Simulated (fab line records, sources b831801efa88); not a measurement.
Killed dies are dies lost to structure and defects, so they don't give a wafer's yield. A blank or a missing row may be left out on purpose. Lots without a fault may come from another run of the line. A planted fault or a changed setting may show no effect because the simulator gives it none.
A struck lot beside a sound one | flow sky130 | 16 steps out of a route of 708
Sound: wafers L337.2, L337.4, L337.6. Struck: wafers L350.2, L350.6. (L350.5 of the same lot was not struck and is left out.) The cause comes at the end.
At each step with rows: each side's tool, then ch and its chambers, then its first start. Under that, the readings that differ: sound wafers | struck wafers | difference of the means | sigmas: that difference in standard deviations of wafers without a fault.
alike: readings whose means differ by less than 2 such deviations, and words and numbers that are the same on both sides. not compared: withheld readings, readings that some wafer has no value for, bounds like >300 that may hide the same value, and numbers for which the record gives no deviation and whose values overlap.
The two part at a step that has a row with sigmas, a row that says differs or no value, or rows on one side only. Numbers that don't overlap but have no deviation are shown without sigmas and don't part them. A reading that every wafer of one side lacks parts them only if that side has two wafers or more.

first, 7 steps without rows for these wafers: SKY_METAL4_HMDS_06 (prime time 60 s); SKY_METAL4_COAT_07 (resist thk 60 nm); SKY_METAL4_COAT_08 (resist thk 1140 nm); SKY_METAL4_SOFTBAKE_09 (time 90 s); SKY_METAL4_EXPOSE_10 (exposes mask MM4, target cd 300 nm); SKY_METAL4_PEB_11; SKY_METAL4_DEVELOP_12 (develop time 60 s).
SKY_METAL4_CD_MEAS_13: target cd 300 nm.
  sound on cd_sem-01, day 44 12:43; struck on cd_sem-02, day 49 15:20
  alike: cd_nm
SKY_METAL4_OVL_MEAS_14:
  sound on overlay-01, day 44 12:49; struck on overlay-01, day 49 15:26
  alike: METAL4_OVL
SKY_METAL4_DESCUM_15: chemistry O2, time 8 s.
  sound on rie_metal-03 ch 0,1, day 44 12:51; struck on rie_metal-02 ch 1, day 49 15:29
  alike: drypump_motor_current_A, oes_product_au
  not compared: rf_hours_counter_h
SKY_METAL4_ETCH_16: etches BARC in N2/H2, stops on SiO2, time 88.2 s, target depth 60 nm.
  sound on rie_metal-03 ch 0,1, day 44 12:53; struck on rie_metal-02 ch 1, day 49 15:34
  reading                | sound                | struck        | difference | sigmas
  throttle_valve_pct (%) | 13.207 13.208 13.219 | 13.198 13.181 | -0.022     | -2
  alike: drypump_motor_current_A, h2_flow_sccm, oes_product_au
  not compared: rf_hours_counter_h
SKY_METAL4_ETCH_17: etches SiO2 in C4F8/O2/Ar, stops on TiN, time 3.9 s, target depth 15 nm.
  sound on rie_diel-03 ch 1,3, day 44 12:59; struck on rie_diel-02 ch 0,3, day 49 15:44
  alike: oes_product_au
  not compared: rf_hours_counter_h
SKY_METAL4_METAL_ETCH_18: etches the open film in Cl2/BCl3, stops on SiO2, target depth 845 nm, time 183.1 s.
  sound on rie_metal-02 ch 0,1, day 44 13:00; struck on rie_metal-04 ch 0,1, day 49 15:45
  reading                                       | sound             | struck      | difference | sigmas
  oes_product_au (a.u.)                         | 0.869 0.861 0.855 | 0.770 0.803 | -0.075     | -11
  model.KrF-thick_of_METAL4_COAT_08.thk_nm (nm) | 527.7 537.4 535.3 | 726.9 707.5 | +183.7     |
  model.METAL4.feature_depth_nm (nm)            | 857.1 855 861.3   | 696.5 738.2 | -140.4     |
  model.etch.depth_nm (nm)                      | 857.1 855 861.3   | 696.5 738.2 | -140.4     |
  alike: drypump_motor_current_A, mfc_cl2_sccm, throttle_valve_pct
  not compared: rf_hours_counter_h
SKY_METAL4_STRIP_19: strips in O2/N2.
  sound on plasma_asher-01 ch 0,1, day 44 13:11; struck on plasma_asher-03 ch 0,1, day 49 15:56
  reading                      | sound             | struck      | difference | sigmas
  drypump_motor_current_A (A)  | 5.93 5.93 5.79    | 5.15 5.44   | -0.59      | -2
  oes_product_au (a.u.)        | 0.495 0.506 0.509 | 0.584 0.588 | +0.083     | +13
  strip_time_to_endpoint_s (s) | 6.52 6.63 6.58    | 8.49 8.30   | +1.82      | +15
  not compared: rf_hours_counter_h
then, 1 step without rows for these wafers: SKY_METAL4_STRIP_20 (strips in post etch residue remover, time 1200 s).
-- the record jumps here: 3 days lie between the struck wafers' starts before and after (it left off in module METAL4 and takes up again in module PAD_OPEN, whose first step shown is number 708 of the route) --
SKY_PAD_OPEN_PROBE_99:
  sound on prober-02, day 48 12:05; struck on prober-01, day 52 18:43
  reading                  | sound          | struck                                            | difference                   | sigmas
  hold                     | - - -          | await_dispo/2.7h/release await_dispo/2.7h/release | no value on the sound wafers |
  defect_limited_yield (%) | 85.6 84.3 84.1 | 0 0                                               | -85                          | -47
  killed_at_M4_up          | 1 1 3          | 393 386                                           | +388                         | +99 or more
  killed_at_front_end      | 13 12 8        | 24 21                                             | +12                          | +3
  killed_dies              | 71 77 78       | 492 492                                           | +417                         | +46
  killed_on_rim            | 21 17 15       | 96 96                                             | +78                          | +21
  killed_open              | 34 44 40       | 56 69                                             | +23                          | +3
  sort_bin_5_function (%)  | 8.9 11.0 9.3   | 91.1 91.5                                         | +81.6                        | +58
  sort_bin_6_memory (%)    | 5.1 4.3 5.5    | 8.5 7.3                                           | +2.9                         | +2
  sort_n_pass              | 421 415 414    | 0 0                                               | -417                         | -46
  sort_yield_pct (%)       | 85.6 84.3 84.1 | 0 0                                               | -85                          | -47
  alike: killed_at_M0_to_M3, killed_at_contacts, killed_at_other, killed_short, sort_bin_3_pad_short

WHERE THEY PART
First at SKY_METAL4_ETCH_16; last, within this record, at SKY_PAD_OPEN_PROBE_99.

WHY: what the simulator had put in
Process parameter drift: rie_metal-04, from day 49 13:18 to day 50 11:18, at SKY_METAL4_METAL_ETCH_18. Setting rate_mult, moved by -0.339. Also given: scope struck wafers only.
